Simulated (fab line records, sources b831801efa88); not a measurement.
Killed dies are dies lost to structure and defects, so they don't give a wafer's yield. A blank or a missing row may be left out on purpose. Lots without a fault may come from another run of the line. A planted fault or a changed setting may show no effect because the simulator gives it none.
One fault seen from 2 desks | flow sky130 | each desk has only its own numbers; what lay behind them comes last

THE TOOL OWNER'S DESK: pvd_sputter-01
The tool's own readings at SKY_LI_CONTACT_SPUTTER_20 (material TiN, target thk 20 nm, time 80 s): means of the sampled wafers that have a number, for each lot that ran on this tool. A lot is out of limits, marked OUT, if its mean lies more than 4 standard deviations from the usual mean; the brackets give that distance.
Columns: A = throttle_valve_pct at SKY_LI_CONTACT_SPUTTER_20, usual 30.0 %
lot  | first seen here | A
L793 | day 29 02:04    | 30.7
L796 | day 30 13:00    | 30.5
L799 | day 31 20:06    | 30.3
L801 | day 32 07:13    | 30.2
L809 | day 34 13:55    | 30.7
This desk's finding: nothing out of limits on any of the 5 lots.

THE METROLOGY DESK
What the gauges read, lot by lot, whatever tool the lot ran on: means of the sampled wafers that have a number. A lot is out of limits, marked OUT, if its mean lies more than 4 standard deviations from the usual mean; the brackets give that distance.
Columns: A = cd_nm at SKY_LI_CONTACT_CD_MEAS_12, usual 170.0 nm; B = LI_CONTACT_OVL at SKY_LI_CONTACT_OVL_MEAS_13, usual -1 nm
lot  | first seen here | A     | B
L793 | day 29 01:28    | 169.0 | -1
L796 | day 30 12:20    | 170.0 | -2
L799 | day 31 19:28    | 169.8 | -1
L798 | day 31 20:10    | 170.1 | -5
L801 | day 32 06:33    | 170.5 | 11
L809 | day 34 13:15    | 170.3 | -11
L814 | day 36 09:57    | 169.5 | 7
This desk's finding: nothing out of limits on any of the 7 lots.

PUT TOGETHER
The tool owner's desk saw nothing out of limits.
The metrology desk saw nothing out of limits.

WHAT THE SIMULATOR HAD PUT IN
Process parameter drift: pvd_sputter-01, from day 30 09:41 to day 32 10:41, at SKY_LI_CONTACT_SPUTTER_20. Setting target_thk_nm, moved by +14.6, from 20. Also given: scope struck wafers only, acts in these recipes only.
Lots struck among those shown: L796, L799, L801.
